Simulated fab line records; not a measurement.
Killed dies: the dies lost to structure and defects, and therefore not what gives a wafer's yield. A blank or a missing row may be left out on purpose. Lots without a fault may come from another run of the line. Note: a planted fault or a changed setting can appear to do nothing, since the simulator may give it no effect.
Check of tool commonality    flow gf180mcu    36 wafers sampled across 12 lots

## WHY THIS WAS OPENED
At GF_POLY_GATE_THK_MEAS_01 the reading POLY_GATE_CVD_00_THK is flagged on 1 of 12 lots. Wafers without a fault read 200.0 nm, standard deviation 1.9.
Rule: a lot gets a flag if all its wafers with a number sit over 4 standard deviations from that mean, or if no wafer of it has a number. The rest of the lots are taken to be sound.

lot   measured      on             POLY_GATE_CVD_00_THK (nm), wafer by wafer  flag
L591  day 8 13:05   film-metro-01  199.7 199.7 198.4                          
L592  day 9 04:43   film-metro-02  198.3 197.5 195.2                          
L594  day 9 17:10   film-metro-01  200.9 198.7 201.9                          
L593  day 9 19:16   film-metro-02  198.8 202.7 201.2                          
L595  day 10 00:22  film-metro-02  197.3 196.6 197.6                          
L596  day 10 05:51  film-metro-01  198.5 198.0 199.2                          
L598  day 11 06:56  film-metro-02  199.5 200.6 198.9                          
L601  day 11 09:43  film-metro-02  201.0 199.9 200.7                          
L600  day 11 09:44  film-metro-01  199.7 199.1 199.3                          
L603  day 12 06:35  film-metro-01  199.5 200.1 198.9                          
L607  day 13 08:34  film-metro-01  200.8 199.7 201.7                          
L608  day 13 11:32  film-metro-01  132.1 132.4 132.7                          FLAGGED
The mean of the flagged lots' numbers is 132.4 nm, -67.6 nm from the usual (-36 standard deviations).

## WHICH TOOL RAN EACH LOT
Before the reading, the record contains 2 process steps out of a 602-step route. Read each cell as the tool, then ch plus the chambers that the sampled wafers visited, then the start.
lot   flag     GF_VT_IMPLANT_RTA_45              GF_POLY_GATE_CVD_00
L591           rtp-anneal-02 ch 0, day 7 15:53   lpcvd-02 ch 0, day 8 11:44
L592           rtp-anneal-02 ch 0, day 8 06:13   lpcvd-02 ch 0, day 9 03:23
L594           rtp-anneal-02 ch 0, day 8 17:46   lpcvd-01 ch 0, day 9 15:50
L593           rtp-anneal-01 ch 0, day 8 19:15   lpcvd-02 ch 1, day 9 17:56
L595           rtp-anneal-02 ch 0, day 9 01:03   lpcvd-02 ch 0, day 9 23:02
L596           rtp-anneal-01 ch 0, day 9 03:50   lpcvd-02 ch 0, day 10 04:31
L598           rtp-anneal-02 ch 0, day 10 03:22  lpcvd-02 ch 0, day 11 05:36
L601           rtp-anneal-02 ch 0, day 10 08:11  lpcvd-02 ch 1, day 11 08:22
L600           rtp-anneal-02 ch 0, day 10 06:13  lpcvd-02 ch 0, day 11 08:22
L603           rtp-anneal-02 ch 0, day 11 05:16  lpcvd-01 ch 1, day 12 05:15
L607           rtp-anneal-01 ch 0, day 12 07:17  lpcvd-01 ch 0, day 13 07:14
L608  FLAGGED  rtp-anneal-02 ch 0, day 12 10:42  lpcvd-02 ch 1, day 13 10:12
These steps, and what they do:
- GF_VT_IMPLANT_RTA_45: time 30 s.
- GF_POLY_GATE_CVD_00: deposits poly-Si, target thk 200 nm, time 1200 s.
- GF_POLY_GATE_THK_MEAS_01

## FLAGGED OVER TOTAL, TOOL BY TOOL (the gauges that took the reading come last)
step                      tool           lots run  flagged  share of the flagged lots  sound lots run after its first flagged lot
GF_VT_IMPLANT_RTA_45      rtp-anneal-01  3         0        none                       -
GF_VT_IMPLANT_RTA_45      rtp-anneal-02  9         1        all                        0
GF_POLY_GATE_CVD_00       lpcvd-01       3         0        none                       -
GF_POLY_GATE_CVD_00       lpcvd-02       9         1        all                        0
GF_POLY_GATE_THK_MEAS_01  film-metro-01  7         1        all                        0
GF_POLY_GATE_THK_MEAS_01  film-metro-02  5         0        none                       -

## THE TABLE: WHAT IT ALLOWS
In the table, 3 rows ran each flagged lot (rtp-anneal-02 at GF_VT_IMPLANT_RTA_45; lpcvd-02 at GF_POLY_GATE_CVD_00; film-metro-01 at GF_POLY_GATE_THK_MEAS_01).
- rtp-anneal-02 at GF_VT_IMPLANT_RTA_45: 1 of its 9 lots flagged. Its last sound lot is L603 (day 11 05:16), its first flagged lot L608 (day 12 10:42): a fault that began between those two fits.
- lpcvd-02 at GF_POLY_GATE_CVD_00: 1 of its 9 lots flagged. Its last sound lot is L600 (day 11 08:22), its first flagged lot L608 (day 13 10:12): a fault that began between those two fits.
- film-metro-01 at GF_POLY_GATE_THK_MEAS_01: 1 of its 7 lots flagged. Its last sound lot is L607 (day 13 08:34), its first flagged lot L608 (day 13 11:32): a fault that began between those two fits.
Because each of these 3 tools fits a fault that began at some hour, counting lots does not separate them. More lots, or a look at what each step does to the wafer, might.

## WHAT THE SIMULATOR HAD INSERTED
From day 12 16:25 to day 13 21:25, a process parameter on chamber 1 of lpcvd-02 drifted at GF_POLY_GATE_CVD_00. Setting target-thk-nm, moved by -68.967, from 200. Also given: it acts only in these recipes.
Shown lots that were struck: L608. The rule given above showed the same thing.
